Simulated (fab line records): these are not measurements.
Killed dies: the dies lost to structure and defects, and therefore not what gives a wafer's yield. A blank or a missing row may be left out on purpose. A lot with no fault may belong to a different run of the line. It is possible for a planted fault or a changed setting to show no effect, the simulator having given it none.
2 desks, one fault    flow gf180mcu    each desk has only its own numbers; what lay behind them comes last

METROLOGY DESK
What the gauges read for every lot (on any tool): the sampled wafers with a number, averaged. The brackets show how far a lot's mean lies from the usual mean; more than 4 standard deviations puts the lot out of limits, marked OUT.
Columns: A = cd-nm at GF_CONTACT_CD_MEAS_14, usual 219.8 nm; B = M1_ALCU_RS at GF_M1_RS_MEAS_05, usual 0.0694 ohm/sq; C = M1_ALCU_THK at GF_M1_THK_MEAS_06, usual 455 nm
lot   first seen here  A      B                  C
L476  day 16 06:37     216.9  0.0696             454
L480  day 17 20:38     222.4  0.0699             454
L482  day 18 22:54     221.4  0.0621 (-9.6) OUT  507 (+10) OUT
L483  day 19 05:44     219.5  0.0625 (-9.1) OUT  504 (+9.4) OUT
L491  day 21 20:54     220.8  0.0688             461
L493  day 22 10:51     219.6  0.0697             453
L494  day 22 20:23     218.6  0.0704             450
L495  day 23 07:37     219.4  0.0685             463
L496  day 23 11:10     219.2  0.0697             450
L497  day 23 17:32     221.3  0.0701             449
L498  day 24 02:08     219.7  0.0691             452
L499  day 24 09:08     220.6  0.0693             454
This desk's result: L482, L483 out of limits, first on L482 (M1_ALCU_RS at GF_M1_RS_MEAS_05), day 19 00:25. L476, L480, L491, L493, L494, L495, L496, L497, L498, L499 stayed within limits.

DESK OF THE TOOL OWNER: pvd-sputter-01
The tool's own readings at GF_M1_SPUTTER_02 (material AlCu, target thk 450 nm, time 23.9 s): means of the sampled wafers that have a number, for each lot that ran on this tool. The brackets show how far a lot's mean lies from the usual mean; more than 4 standard deviations puts the lot out of limits, marked OUT.
Columns: A = throttle-valve-pct at GF_M1_SPUTTER_02, usual 30.1 %
lot   first seen here  A
L480  day 17 22:21     29.8
L482  day 19 00:17     30.8
L483  day 19 07:10     29.8
L491  day 21 22:17     30.0
L494  day 22 21:54     29.1
L495  day 23 09:00     30.1
L499  day 24 10:32     29.9
This desk found nothing out of limits on any of the 7 lots.

TAKEN TOGETHER
The metrology desk could have raised an alarm at day 19 00:25, on L482, L483.
Nothing out of limits was seen by the tool owner's desk.
On record at the tool owner's desk: L482, L483, within its limits.
Of the lots named, all ran GF_M1_SPUTTER_02 on pvd-sputter-01.

WHAT THE SIMULATOR PUT IN
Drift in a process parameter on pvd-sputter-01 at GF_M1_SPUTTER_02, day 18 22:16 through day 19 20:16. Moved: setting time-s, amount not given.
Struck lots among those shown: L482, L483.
Delay in hours, fault start to first out-of-limits reading, per desk: metrology desk 2.
